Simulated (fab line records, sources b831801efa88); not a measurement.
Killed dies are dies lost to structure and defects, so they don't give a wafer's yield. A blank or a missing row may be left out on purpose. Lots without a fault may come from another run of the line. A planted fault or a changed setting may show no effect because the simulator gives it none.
Which tool did it? | flow gf180mcu | 6 lots, 17 wafers sampled, at 3 steps of a route of 602

WHAT THE GAUGES READ, wafer by wafer
GF_V4_THK_MEAS_03.
lot  | measured     | on            | V4_CVD_02_THK (nm)
L531 | day 24 06:11 | film_metro-01 | 844 850 867
L533 | day 25 00:40 | film_metro-03 | 831 860 844
L536 | day 26 01:01 | film_metro-02 | 854 872 871
L547 | day 29 09:26 | film_metro-01 | 520 855
L549 | day 29 22:13 | film_metro-03 | 840 842 852
L551 | day 30 03:04 | film_metro-03 | 821 830 834

WHICH TOOL RAN EACH LOT (tool, then ch and the chambers of the sampled wafers, then the start)
lot  | GF_M4_METAL_ETCH_16               | GF_V4_CVD_02
L531 | rie_metal-03 ch 0, day 24 05:13   | pecvd-02 ch 0,1,2, day 24 06:07
L533 | rie_metal-03 ch 0,1, day 24 23:43 | pecvd-02 ch 0,2, day 25 00:34
L536 | rie_metal-04 ch 0, day 26 00:01   | pecvd-02 ch 1,2, day 26 00:56
L547 | rie_metal-04 ch 1, day 29 08:34   | pecvd-02 ch 0,2, day 29 09:22
L549 | rie_metal-04 ch 1, day 29 21:19   | pecvd-04 ch 0,1,2, day 29 22:09
L551 | rie_metal-03 ch 0,1, day 30 02:10 | pecvd-04 ch 0,1,2, day 30 02:59
- GF_M4_METAL_ETCH_16: etches the open film in Cl2/BCl3, stops on SiO2, target depth 750.8 nm, time 125.1 s.
- GF_V4_CVD_02: deposits SiO2 from TEOS, target thk 850 nm, time 94.851 s.

THE ANSWER, worked out from the rows above alone
Rule: what is usual is taken from the lots themselves. Put in order of their means at a reading, lots are off if they are a third of the lots or fewer, leave a main group of 4 or more, and stand apart from it by a gap of 3 or more times the standard deviation of the main group's means; of several such gaps the widest counts. A main group whose means are all the same, to the digits that the tables above print for the reading, isn't used. A lot without any number at a reading at which 4 lots or more have one is off too. The other lots that the step has rows for count as sound.
Off: L547, at GF_V4_THK_MEAS_03 (V4_CVD_02_THK). The main group: mean 847 nm, standard deviation 12.
A tool fits if, at a process step before that reading, it ran every lot that is off, and no sound lot after the first of them. The gauges at GF_V4_THK_MEAS_03 are tried like those tools. Can't be told from this: 2 tools fit, pecvd-02 at GF_V4_CVD_02, film_metro-01 at GF_V4_THK_MEAS_03.

WHAT THE SIMULATOR HAD PUT IN
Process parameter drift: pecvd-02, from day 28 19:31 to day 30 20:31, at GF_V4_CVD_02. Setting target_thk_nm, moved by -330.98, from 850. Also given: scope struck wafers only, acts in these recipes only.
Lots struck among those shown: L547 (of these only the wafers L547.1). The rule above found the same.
